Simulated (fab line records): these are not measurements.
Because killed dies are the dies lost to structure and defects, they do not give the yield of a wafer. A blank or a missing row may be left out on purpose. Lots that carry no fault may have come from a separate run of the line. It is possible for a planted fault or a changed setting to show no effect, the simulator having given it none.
The tool behind it: which one? :: flow gf180mcu :: 6 lots with 18 wafers sampled at 2 steps, on a route of 602 steps

WHAT THE GAUGES READ, wafer by wafer
GF_VT_IMPLANT_RS_MEAS_48: measures by four-point-probe.
lot: L632
measured: day 7 18:18
on: film-metro-04
LVPWELL_RS (ohm/sq): 1198 1203 1203

lot: L636
measured: day 8 19:24
on: film-metro-03
LVPWELL_RS (ohm/sq): 1196 1198 1195

lot: L640
measured: day 9 22:15
on: film-metro-04
LVPWELL_RS (ohm/sq): 1192 1196 1195

lot: L643
measured: day 10 17:49
on: film-metro-04
LVPWELL_RS (ohm/sq): 1194 1195 1197

lot: L649
measured: day 12 12:02
on: film-metro-03
LVPWELL_RS (ohm/sq): 1196 1201 1199

lot: L654
measured: day 14 01:49
on: film-metro-02
LVPWELL_RS (ohm/sq): 1198 1200 1200

EACH LOT AND THE TOOL THAT RAN IT (in order: tool; ch and the chambers of the sampled wafers; start)
lot: L632
GF_MVPSD_STRIP_10: plasma-asher-03 ch 0,1, day 5 06:47

lot: L636
GF_MVPSD_STRIP_10: plasma-asher-02 ch 0,1, day 6 06:40

lot: L640
GF_MVPSD_STRIP_10: plasma-asher-01 ch 0,1, day 7 05:53

lot: L643
GF_MVPSD_STRIP_10: plasma-asher-01 ch 0,1, day 7 21:56

lot: L649
GF_MVPSD_STRIP_10: plasma-asher-03 ch 0,1, day 9 09:55

lot: L654
GF_MVPSD_STRIP_10: plasma-asher-01 ch 0,1, day 10 20:22
- GF_MVPSD_STRIP_10: strips in O2/N2.

THE ANSWER, worked out from the rows above alone
Rule: the usual values come from the lots themselves. Put in order of their means at a reading, lots are off if they are a third of the lots or fewer, leave a main group of 4 or more, and stand apart from it by a gap of 3 or more times the standard deviation of the main group's means; of several such gaps the widest counts. If all means in a main group match to the digits the tables above print for the reading, that group is not used. Also off: a lot with no number at a reading for which 4 or more lots have one. The other lots that the step has rows for count as sound.
Across all readings shown, no lot is off: no conclusion can be drawn from this.

WHAT WAS PUT IN BY THE SIMULATOR
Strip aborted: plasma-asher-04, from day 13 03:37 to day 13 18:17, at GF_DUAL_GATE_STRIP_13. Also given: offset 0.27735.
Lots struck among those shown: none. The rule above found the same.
